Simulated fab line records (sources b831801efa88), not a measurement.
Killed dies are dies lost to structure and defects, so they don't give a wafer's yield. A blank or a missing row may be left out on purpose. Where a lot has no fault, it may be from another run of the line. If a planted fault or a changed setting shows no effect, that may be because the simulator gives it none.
2 desks, one fault | flow sky130 | each desk has only its own numbers; what lay behind them comes last

== TOOL OWNER'S DESK, krf scanner-02 ==
The tool's own readings at SKY_POLY_CUT_EXPOSE_05 (exposes mask NPCM, target cd 270 nm): means of the sampled wafers that have a number, for each lot that ran on this tool. Marked OUT: a lot whose mean sits more than 4 standard deviations from the usual mean, which makes it out of limits; the brackets give that distance.
Columns: A = exposure dose mJ cm2 at SKY_POLY_CUT_EXPOSE_05, usual 31.97; B = focus offset nm at SKY_POLY_CUT_EXPOSE_05, usual 0.0 nm; C = reticle temp C at SKY_POLY_CUT_EXPOSE_05, usual 22.97 C
lot  | first seen here | A     | B    | C
L936 | day 24 05:12    | 31.95 | -0.1 | 22.95
L937 | day 24 11:13    | 32.03 | -0.5 | 23.03
L939 | day 25 02:31    | 32.05 | 0.0  | 23.06
L942 | day 26 08:56    | 32.01 | -1.0 | 23.11
L954 | day 30 17:28    | 31.98 | 0.1  | 22.95
L957 | day 31 10:42    | 32.00 | 0.8  | 23.16
L958 | day 31 14:34    | 32.00 | 0.7  | 23.04
This desk's verdict: no lot among the 7 shows anything out of limits.

== THE METROLOGY DESK ==
Lot by lot, what the gauges showed, no matter which tool ran the lot: averages of those sampled wafers that carry a number. Marked OUT: a lot whose mean sits more than 4 standard deviations from the usual mean, which makes it out of limits; the brackets give that distance.
Columns: A = POLY_GATE_CVD_00_THK at SKY_POLY_GATE_THK_MEAS_01, usual 179.6 nm; B = RES_XHIGH_TW at SKY_RES_XHIGH_TW_MEAS_09, usual 1644
lot  | first seen here | A     | B
L936 | day 14 06:16    | 178.7 | 1646
L937 | day 14 12:39    | 180.1 | 1637
L939 | day 15 06:43    | 181.2 | 1646
L940 | day 15 18:31    | 178.3 | 1650
L942 | day 16 08:07    | 176.4 | 1648
L943 | day 17 04:24    | 178.3 | 1642
L947 | day 18 18:20    | 178.3 | 1642
L948 | day 18 18:20    | 179.5 | 1637
L952 | day 20 02:32    | 180.7 | -
L953 | day 20 09:30    | 179.2 | -
L954 | day 20 17:07    | 178.6 | 1645
L955 | day 20 20:24    | 183.1 | 1660
L957 | day 21 21:59    | 178.7 | 1636
L958 | day 22 02:19    | 180.8 | 1642
This desk's verdict: no lot among the 14 shows anything out of limits.

== TAKEN TOGETHER ==
The tool owner's desk saw nothing out of limits.
The metrology desk saw nothing out of limits.

== WHAT WAS PUT IN BY THE SIMULATOR ==
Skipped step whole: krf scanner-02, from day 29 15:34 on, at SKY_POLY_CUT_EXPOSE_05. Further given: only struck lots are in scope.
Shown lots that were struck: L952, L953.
